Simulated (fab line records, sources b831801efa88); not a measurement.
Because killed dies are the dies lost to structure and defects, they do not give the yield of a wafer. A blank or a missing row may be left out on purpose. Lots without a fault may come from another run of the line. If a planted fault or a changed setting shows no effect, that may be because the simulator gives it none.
What tool caused it?	flow gf180mcu	18 wafers from 6 lots sampled at 2 of the route's 602 steps

WHAT THE GAUGES SHOWED, per wafer
GF_PSD_OVL_MEAS_08.
lot	measured	on	PSD_OVL (nm)
L896	day 14 14:32	overlay-02	-1.3 -0.7 1.1
L898	day 15 02:04	overlay-02	-1.3 0.7 2.4
L900	day 15 21:44	overlay-02	-0.4 -1.2 -1.3
L905	day 17 18:43	overlay-02	1.5 0.5 -0.1
L909	day 19 08:49	overlay-02	-0.6 -0.1 -0.9
L913	day 20 12:43	overlay-02	0.0 1.6 -0.3

WHICH TOOL RAN EACH LOT (tool, then ch and the chambers of the sampled wafers, then the start)
lot	GF_HV_LDD_STRIP_37
L896	plasmaAsher-02 ch 0,1, day 11 22:17
L898	plasmaAsher-01 ch 0,1, day 12 09:42
L900	plasmaAsher-02 ch 1, day 13 02:17
L905	plasmaAsher-01 ch 0,1, day 14 21:23
L909	plasmaAsher-01 ch 0,1, day 16 05:24
L913	plasmaAsher-02 ch 0,1, day 17 09:14
- GF_HV_LDD_STRIP_37: strips in O2/N2.

THE ANSWER, worked out from the rows above alone
Rule: what is usual is taken from the lots themselves. The widest of any qualifying gaps counts: lots, ordered by their means at a reading, are off when they make up no more than a third of the lots, leave a main group of 4 or more, and stand apart from it by 3 or more times the standard deviation of that group's means. The tables above print the reading to a certain number of digits; a main group whose means all agree to those digits is not used. Also off: a lot with no number at a reading for which 4 or more lots have one. Any other lot the step has rows for is counted as sound.
Nothing can be told from this: no lot is off at any reading shown.

WHAT THE SIMULATOR HAD INSERTED
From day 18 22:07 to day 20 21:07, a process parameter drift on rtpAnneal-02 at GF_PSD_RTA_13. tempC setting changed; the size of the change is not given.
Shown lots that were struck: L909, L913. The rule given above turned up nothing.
